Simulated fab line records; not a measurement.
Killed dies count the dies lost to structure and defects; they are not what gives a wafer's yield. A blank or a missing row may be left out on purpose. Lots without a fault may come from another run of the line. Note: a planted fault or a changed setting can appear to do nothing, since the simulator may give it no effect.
Commonality check across tools + flow sky130 + Sampled: 11 lots, 39 wafers

## WHAT PROMPTED THE OPENING
SKY_PWDE_TW_MEAS_10, reading PWDE_TW: flagged on 2 of 11 lots. No-fault wafers: 375.2, standard deviation 2.
Rule: flag the lot when none of its wafers has a number, or when each of its wafers that has one lies beyond 4 standard deviations from that mean. The other lots count as sound.

| lot  | measured    | on           | PWDE_TW, wafer by wafer             | flag    |
|------|-------------|--------------|-------------------------------------|---------|
| L521 | day 4 08:40 | filmMetro-01 | 378.0 376.7 378.1                   |         |
| L522 | day 4 15:51 | filmMetro-01 | 376.9 378.2 374.8                   |         |
| L526 | day 5 11:08 | filmMetro-04 | 374.6 372.0 375.4                   |         |
| L527 | day 5 16:56 | filmMetro-02 | 378.1 376.5 376.9                   |         |
| L528 | day 6 00:47 | filmMetro-01 | 374.4 374.5 372.0                   |         |
| L529 | day 6 01:36 | filmMetro-04 | 374.0 376.7 375.2                   |         |
| L530 | day 6 07:55 | filmMetro-01 | 376.4 376.5 378.1                   |         |
| L531 | day 6 12:16 | filmMetro-02 | 376.0 376.4 375.2                   |         |
| L533 | day 7 02:02 | filmMetro-04 | 377.3 374.5 375.1                   |         |
| L540 | day 8 15:41 | filmMetro-04 | 387.9 384.9 387.3 387.3 385.5 387.1 | FLAGGED |
| L542 | day 9 06:17 | filmMetro-01 | 387.5 385.0 387.1 387.3 386.5 389.2 | FLAGGED |
The numbers of the flagged lots are 386.9 on average: +11.7 against the usual, or +6 standard deviations.

## LOT BY LOT: THE TOOL USED
Before the reading, the record contains 2 process steps out of a 708-step route. Read each cell as the tool, then ch plus the chambers that the sampled wafers visited, then the start.
| lot  | flag    | SKY_FIELD_ISO_STRIP_16             | SKY_PWDE_IMPLANT_08            |
|------|---------|------------------------------------|--------------------------------|
| L521 |         | plasmaAsher-01 ch 0,1, day 2 10:28 | implanter-02 ch 0, day 4 08:25 |
| L522 |         | plasmaAsher-04 ch 0,1, day 2 16:37 | implanter-02 ch 0, day 4 15:37 |
| L526 |         | plasmaAsher-04 ch 0,1, day 3 15:46 | implanter-02 ch 0, day 5 10:53 |
| L527 |         | plasmaAsher-01 ch 0,1, day 3 22:22 | implanter-01 ch 0, day 5 16:41 |
| L528 |         | plasmaAsher-03 ch 0,1, day 4 03:13 | implanter-02 ch 0, day 6 00:32 |
| L529 |         | plasmaAsher-01 ch 1, day 4 05:01   | implanter-02 ch 0, day 6 01:22 |
| L530 |         | plasmaAsher-03 ch 0,1, day 4 10:49 | implanter-04 ch 0, day 6 07:40 |
| L531 |         | plasmaAsher-03 ch 0,1, day 4 14:24 | implanter-01 ch 0, day 6 12:04 |
| L533 |         | plasmaAsher-03 ch 0,1, day 5 00:52 | implanter-01 ch 0, day 7 01:49 |
| L540 | FLAGGED | plasmaAsher-01 ch 0, day 6 13:31   | implanter-02 ch 0, day 8 15:26 |
| L542 | FLAGGED | plasmaAsher-04 ch 0,1, day 6 23:34 | implanter-02 ch 0, day 9 06:02 |
What is done by these steps:
- SKY_FIELD_ISO_STRIP_16: strips in O2/N2.
- SKY_PWDE_IMPLANT_08
- SKY_PWDE_TW_MEAS_10

## FLAGGED AGAINST TOTAL, ONE TOOL AT A TIME (gauges that did the reading follow at the end)
| step                   | tool           | lots run | flagged | share of the flagged lots | sound lots run after its first flagged lot |
|------------------------|----------------|----------|---------|---------------------------|--------------------------------------------|
| SKY_FIELD_ISO_STRIP_16 | plasmaAsher-01 | 4        | 1       | some                      | 0                                          |
| SKY_FIELD_ISO_STRIP_16 | plasmaAsher-03 | 4        | 0       | none                      | -                                          |
| SKY_FIELD_ISO_STRIP_16 | plasmaAsher-04 | 3        | 1       | some                      | 0                                          |
| SKY_PWDE_IMPLANT_08    | implanter-01   | 3        | 0       | none                      | -                                          |
| SKY_PWDE_IMPLANT_08    | implanter-02   | 7        | 2       | all                       | 0                                          |
| SKY_PWDE_IMPLANT_08    | implanter-04   | 1        | 0       | none                      | -                                          |
| SKY_PWDE_TW_MEAS_10    | filmMetro-01   | 5        | 1       | some                      | 0                                          |
| SKY_PWDE_TW_MEAS_10    | filmMetro-02   | 2        | 0       | none                      | -                                          |
| SKY_PWDE_TW_MEAS_10    | filmMetro-04   | 4        | 1       | some                      | 0                                          |

## THE TABLE: WHAT IT ALLOWS
In the table, 1 row covers all flagged lots: implanter-02 at SKY_PWDE_IMPLANT_08.
- implanter-02 at SKY_PWDE_IMPLANT_08: 2 of its 7 lots flagged. Its last sound lot is L529 (day 6 01:22), its first flagged lot L540 (day 8 15:26): a fault that began between those two fits. Its own readings (beamOnS, endStationPressureTorr, faradayCurrentUA) fall more than 4 standard deviations out on all wafers of the flagged lots.
Just one tool remains: implanter-02 at SKY_PWDE_IMPLANT_08.

## WHAT WAS PUT IN BY THE SIMULATOR
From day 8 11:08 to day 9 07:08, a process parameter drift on implanter-02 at SKY_PWDE_IMPLANT_08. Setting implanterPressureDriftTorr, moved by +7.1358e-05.
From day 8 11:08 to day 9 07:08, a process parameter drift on implanter-02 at SKY_PWDE_IMPLANT_08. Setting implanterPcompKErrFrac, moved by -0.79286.
Shown lots that were struck: L540, L542. The rule above found the same.
